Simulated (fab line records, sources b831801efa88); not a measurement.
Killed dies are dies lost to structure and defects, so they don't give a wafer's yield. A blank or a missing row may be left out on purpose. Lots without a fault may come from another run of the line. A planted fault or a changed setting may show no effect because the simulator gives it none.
Problem report in the 8D (eight disciplines) form, filled by code | flow gf180mcu | the parts of the form that need people (team, actions taken, sign-off) are left out

1. THE PROBLEM
dose_ions_cm2 at GF_VT_IMPLANT_IMPLANT_08 reads a mean of 9.14e+12 on 6 wafers of 2 lots; wafers without a fault read 8.29e+12 with a standard deviation of 9.8e+09. That is +86 standard deviations from the usual mean.
First seen on wafer L182.1, day 7 21:08, on implanter-01. The record holds 39 wafers of 13 lots with a number at this step. Rule for "out", or "out of limits": more than 4 standard deviations from the usual mean. The other wafers with a number count as sound.

2. WHAT IT IS AND WHAT IT IS NOT
question                    | is                                | is not
which readings at this step | dose_ions_cm2, faraday_current_uA | -
which lots                  | L182, L183                        | L173, L174, L176, L177, L179, L180, L181, L191, L192, L193, L194
which wafers of those lots  | all that have a number            | -
read on which tools         | implanter-01                      | implanter-02, implanter-04
when                        | from day 7 21:08                  | up to then (21 sound wafers); but 12 sound wafers of L191, L192, L193, L194 came after

3. SUSPECTS, AND WHAT RULES EACH OUT
Counting: a tool at a process step up to the reading stays a suspect if it ran every lot that is out and no sound lot after the first of them.
- implanter-01 at GF_VT_IMPLANT_IMPLANT_08: ruled out as a lasting fault. Sound lots L193 ran on it after its first lot that is out, L182 (day 7 21:08).
Left after counting: nothing in the record.

4. THE CAUSE (what the simulator had put in)
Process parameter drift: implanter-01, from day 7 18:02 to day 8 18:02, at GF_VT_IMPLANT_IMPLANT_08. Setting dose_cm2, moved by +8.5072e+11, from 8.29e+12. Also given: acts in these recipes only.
Counting ruled it out, wrongly.

5. THE CHAIN OF EFFECTS, in route order
Each row: a reading whose mean over the struck wafers that have a number lies more than 3 standard deviations from the usual. Only readings for which the record gives a usual standard deviation are gone through. hours: the time from each lot's start at the first step in this table that gives one to its start at this step, as a median over the lots. sigmas: the change in usual standard deviations.
hours | step                     | reading            | usual    | on struck wafers | change    | sigmas
0     | GF_VT_IMPLANT_IMPLANT_08 | dose_ions_cm2      | 8.29e+12 | 9.14e+12         | +8.46e+11 | +86
0     | GF_VT_IMPLANT_IMPLANT_08 | faraday_current_uA | 46.9     | 51.6             | +4.7      | +5.1
The process steps in it:
- GF_VT_IMPLANT_IMPLANT_08
Later measuring or inspecting steps at which every struck wafer that the step has a row for has a number for every such reading, and none has moved that far: GF_VT_IMPLANT_TW_MEAS_10.

6. WHAT WOULD HAVE CAUGHT IT SOONER
In this record the first reading out of limits was taken at day 7 21:08, 3 hours after the fault began at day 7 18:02.
